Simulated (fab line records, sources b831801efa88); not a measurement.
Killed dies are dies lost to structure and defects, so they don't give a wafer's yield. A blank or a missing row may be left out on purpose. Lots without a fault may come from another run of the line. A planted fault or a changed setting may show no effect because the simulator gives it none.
Which tool did it? | flow gf180mcu | 13 lots, 39 wafers sampled, at 4 steps of a route of 602

WHAT THE GAUGES READ, wafer by wafer
GF_TOP_METAL_OVL_MEAS_15.
lot  | measured     | on         | TOP_METAL_OVL (nm)
L546 | day 27 23:04 | overlay-02 | 0.8 1.8 3.9
L549 | day 28 22:37 | overlay-01 | -0.7 -0.9 -1.1
L550 | day 29 10:57 | overlay-02 | -1.2 -0.3 -0.3
L551 | day 29 17:00 | overlay-02 | 1.9 3.7 1.4
L553 | day 30 13:01 | overlay-01 | 1.1 0.8 0.9
L554 | day 30 14:01 | overlay-02 | 1.2 -1.8 -0.4
L556 | day 31 05:41 | overlay-01 | -2.0 -0.7 -0.7
L558 | day 31 16:23 | overlay-01 | -1.3 -1.9 -1.6
L560 | day 32 08:12 | overlay-02 | -0.7 -0.6 -0.4
L564 | day 33 04:41 | overlay-01 | -0.8 -1.0 -1.5
L565 | day 33 08:06 | overlay-02 | -1.3 -1.3 -0.7
L567 | day 33 21:32 | overlay-01 | 0.5 1.5 -0.1
L568 | day 34 04:09 | overlay-02 | -1.6 0.2 -0.4

GF_PASSIVATION_THK_MEAS_01.
lot  | measured     | on            | PASSIVATION_CVD_00_THK (nm)
L546 | day 27 23:55 | film_metro-02 | 992 1005 999
L549 | day 28 23:26 | film_metro-02 | 992 981 1014
L550 | day 29 11:49 | film_metro-02 | 996 998 1011
L551 | day 29 17:50 | film_metro-01 | 984 1005 1000
L553 | day 30 13:51 | film_metro-02 | 994 1006 1009
L554 | day 30 14:50 | film_metro-01 | 979 999 998
L556 | day 31 06:31 | film_metro-03 | 1010 1015 1019
L558 | day 31 17:13 | film_metro-02 | 978 1023 1012
L560 | day 32 09:04 | film_metro-02 | 995 1011 1017
L564 | day 33 05:41 | film_metro-01 | 1020 1017 1001
L565 | day 33 08:56 | film_metro-02 | 993 1004 1028
L567 | day 33 22:22 | film_metro-03 | 985 1003 994
L568 | day 34 04:58 | film_metro-03 | 995 989 998

WHICH TOOL RAN EACH LOT (tool, then ch and the chambers of the sampled wafers, then the start)
lot  | GF_PSD_STRIP_10                      | GF_TOP_METAL_STRIP_17
L546 | plasma_asher-01 ch 0,1, day 14 00:38 | plasma_asher-03 ch 0,1, day 27 23:17
L549 | plasma_asher-01 ch 0,1, day 15 02:15 | plasma_asher-02 ch 0,1, day 28 22:49
L550 | plasma_asher-02 ch 0,1, day 15 16:41 | plasma_asher-02 ch 0, day 29 11:10
L551 | plasma_asher-01 ch 1, day 15 21:55   | plasma_asher-02 ch 0,1, day 29 17:12
L553 | plasma_asher-04 ch 0,1, day 16 20:47 | plasma_asher-03 ch 0,1, day 30 13:15
L554 | plasma_asher-01 ch 0,1, day 16 22:59 | plasma_asher-02 ch 0,1, day 30 14:13
L556 | plasma_asher-02 ch 0,1, day 17 18:54 | plasma_asher-03 ch 0, day 31 05:54
L558 | plasma_asher-02 ch 0,1, day 18 10:48 | plasma_asher-03 ch 0,1, day 31 16:37
L560 | plasma_asher-01 ch 0, day 19 08:59   | plasma_asher-03 ch 0,1, day 32 08:24
L564 | plasma_asher-04 ch 0,1, day 20 12:55 | plasma_asher-02 ch 0,1, day 33 04:55
L565 | plasma_asher-04 ch 0,1, day 20 22:56 | plasma_asher-03 ch 0,1, day 33 08:20
L567 | plasma_asher-02 ch 0,1, day 21 12:03 | plasma_asher-01 ch 0,1, day 33 21:45
L568 | plasma_asher-02 ch 0,1, day 21 23:30 | plasma_asher-01 ch 0,1, day 34 04:21
- GF_PSD_STRIP_10: strips in O2/N2.
- GF_TOP_METAL_STRIP_17: strips in O2/N2.

WHAT THE TOOLS THEMSELVES READ (means of the sampled wafers that have a number; where no wafer has one, the mark that the record gives instead)
GF_PSD_STRIP_10.
lot  | tool            | drypump_motor_current_A (A) | heater_power_w (W) | oes_product_au (a.u.) | strip_time_to_endpoint_s (s)
L546 | plasma_asher-01 | 5.5                         | 352                | 0.596                 | 16.50
L549 | plasma_asher-01 | 5.5                         | 350                | 0.591                 | 16.54
L550 | plasma_asher-02 | 6.1                         | 352                | 0.592                 | 16.58
L551 | plasma_asher-01 | 5.3                         | 336                | 0.599                 | 16.52
L553 | plasma_asher-04 | 6.1                         | 358                | 0.593                 | 16.61
L554 | plasma_asher-01 | 5.7                         | 361                | 0.594                 | 16.49
L556 | plasma_asher-02 | 6.1                         | 350                | 0.587                 | 16.47
L558 | plasma_asher-02 | 6.1                         | 360                | 0.587                 | 16.49
L560 | plasma_asher-01 | 5.8                         | 376                | 0.591                 | 16.57
L564 | plasma_asher-04 | 6.1                         | 368                | 0.595                 | 16.56
L565 | plasma_asher-04 | 6.1                         | 372                | 0.596                 | 16.60
L567 | plasma_asher-02 | 6.1                         | 356                | 0.592                 | 16.56
L568 | plasma_asher-02 | 6.1                         | 333                | 0.591                 | 16.52

GF_TOP_METAL_STRIP_17.
lot  | tool            | drypump_motor_current_A (A) | heater_power_w (W) | oes_product_au (a.u.) | strip_time_to_endpoint_s (s)
L546 | plasma_asher-03 | 5.59                        | 328                | 0.706                 | 13.22
L549 | plasma_asher-02 | 6.03                        | 332                | 0.712                 | 13.11
L550 | plasma_asher-02 | 6.18                        | 375                | 0.714                 | 13.12
L551 | plasma_asher-02 | 6.03                        | 341                | 0.707                 | 13.07
L553 | plasma_asher-03 | 5.57                        | 326                | 0.710                 | 13.08
L554 | plasma_asher-02 | 6.11                        | 356                | 0.707                 | 13.17
L556 | plasma_asher-03 | 5.45                        | 319                | 0.713                 | 13.19
L558 | plasma_asher-03 | 5.57                        | 322                | 0.709                 | 13.31
L560 | plasma_asher-03 | 5.70                        | 330                | 0.709                 | 13.08
L564 | plasma_asher-02 | 6.01                        | 334                | 0.709                 | 13.08
L565 | plasma_asher-03 | 5.62                        | 321                | 0.717                 | 13.03
L567 | plasma_asher-01 | 5.63                        | 373                | 0.708                 | 13.21
L568 | plasma_asher-01 | 5.46                        | 363                | 0.708                 | 13.11

THE ANSWER, worked out from the rows above alone
Rule: what is usual is taken from the lots themselves. Put in order of their means at a reading, lots are off if they are a third of the lots or fewer, leave a main group of 4 or more, and stand apart from it by a gap of 3 or more times the standard deviation of the main group's means; of several such gaps the widest counts. A main group whose means are all the same, to the digits that the tables above print for the reading, isn't used. A lot without any number at a reading at which 4 lots or more have one is off too. The other lots that the step has rows for count as sound. The gauges are gone through in route order, then the tools' own readings, and for those a lot's mean is taken as printed above. The first step at which some lot is off is used, and at that step the reading that is off furthest; a lot without a number counts as furthest.
No lot is off at any reading shown: from this, nothing can be told.

WHAT THE SIMULATOR HAD PUT IN
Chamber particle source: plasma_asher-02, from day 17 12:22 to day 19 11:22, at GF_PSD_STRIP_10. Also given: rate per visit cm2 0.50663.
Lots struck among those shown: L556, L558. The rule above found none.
